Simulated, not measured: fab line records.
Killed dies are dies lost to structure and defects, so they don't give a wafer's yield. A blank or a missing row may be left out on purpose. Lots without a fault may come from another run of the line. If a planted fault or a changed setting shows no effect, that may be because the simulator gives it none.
8D (eight disciplines) problem report, filled in by code ; flow sky130 ; the parts of the form that need people (team, actions taken, sign-off) are left out

== 1. WHAT IS WRONG ==
Wafers without a fault read 0.855 a.u., standard deviation 0.0049; oesProductAu at SKY_VIA2_ETCH_14 reads a mean of 0.882 a.u. on 4 wafers belonging to 2 lots. Relative to the usual mean, that is a shift of +5.5 standard deviations.
The step: etches BARC in N2/H2, stops on SiO2, time 45.9 s, target depth 60 nm.
First observed at day 39 17:47: wafer L770.4, on rieDiel-03. The record holds 34 wafers of 12 lots with a number at this step. Rule for "out", or "out of limits": more than 4 standard deviations from the usual mean. All remaining wafers that have a number are taken as sound.

== 2. WHAT IT IS AND WHAT IT IS NOT ==
question;is;is not
which readings at this step;oesProductAu;drypumpMotorCurrentA, h2FlowSccm, throttleValvePct
which lots;L770, L772;L759, L761, L763, L764, L765, L766, L767, L779, L781, L782
which wafers of those lots;all that have a number;-
read on which tools;rieDiel-03;rieDiel-04
when;from day 39 17:47;"up to then (21 sound wafers); but 9 sound wafers of L779, L781, L782 came after"

== 3. SUSPECTS, AND WHAT RULES EACH OUT ==
Counting: a tool at any process step up to the reading remains a suspect when it ran all the lots that are out and ran no sound lot after the first of those.
- pvdSputter-02 at SKY_METAL2_SPUTTER_01 (material TiN, target thk 20 nm, time 16.7 s): kept. Every lot that is out went through it, starting with L770 (day 37 13:43), and after that it ran no sound lot; the last sound lot it ran before then is L761 (day 34 12:53).
- rieMetal-04 at SKY_METAL2_DESCUM_17 (chemistry O2, time 8 s): kept. Every lot that is out went through it, starting with L770 (day 38 15:16), and after that it ran no sound lot; the last sound lot it ran before then is L765 (day 37 15:53).
- rieDiel-03 at SKY_VIA2_ETCH_14 (etches BARC in N2/H2, stops on SiO2, time 45.9 s, target depth 60 nm): ruled out as a lasting fault. The sound lots L782 went through it after L770, its earliest lot that is out (day 39 17:47).
After counting, pvdSputter-02 at SKY_METAL2_SPUTTER_01 and rieMetal-04 at SKY_METAL2_DESCUM_17 remain.

== 4. THE CAUSE (what the simulator had put in) ==
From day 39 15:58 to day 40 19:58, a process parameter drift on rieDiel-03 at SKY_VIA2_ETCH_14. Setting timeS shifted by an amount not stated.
Counting ruled it out, wrongly.

== 5. THE EFFECT CHAIN, in route order ==
One row per reading whose mean, taken over the struck wafers that have a number, lies over 3 standard deviations from the usual. Only readings whose record carries a usual standard deviation are examined. hours: median over the lots of the time between each lot's start at the first step of this table that gives one and its start at this step. sigmas: the change, counted in usual standard deviations.
hours;step;reading;usual;on struck wafers;change;sigmas
0;SKY_VIA2_ETCH_14;oesProductAu;0.855 a.u.;0.882;+0.027;+5.5
0;SKY_VIA2_ETCH_14;runLengthS;74.3 s;72.8;-1.5;-4.0
The process steps in it:
- SKY_VIA2_ETCH_14: etches BARC in N2/H2, stops on SiO2, time 45.9 s, target depth 60 nm.
At these later measuring or inspecting steps, every struck wafer for which the step has a row has a number for every such reading, and none has moved that far: SKY_VIA2_RS_MEAS_22.

== 6. WHAT WOULD HAVE CAUGHT IT SOONER ==
In this record the first reading out of limits was taken at day 39 17:47, 2 hours after the fault began at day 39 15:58.
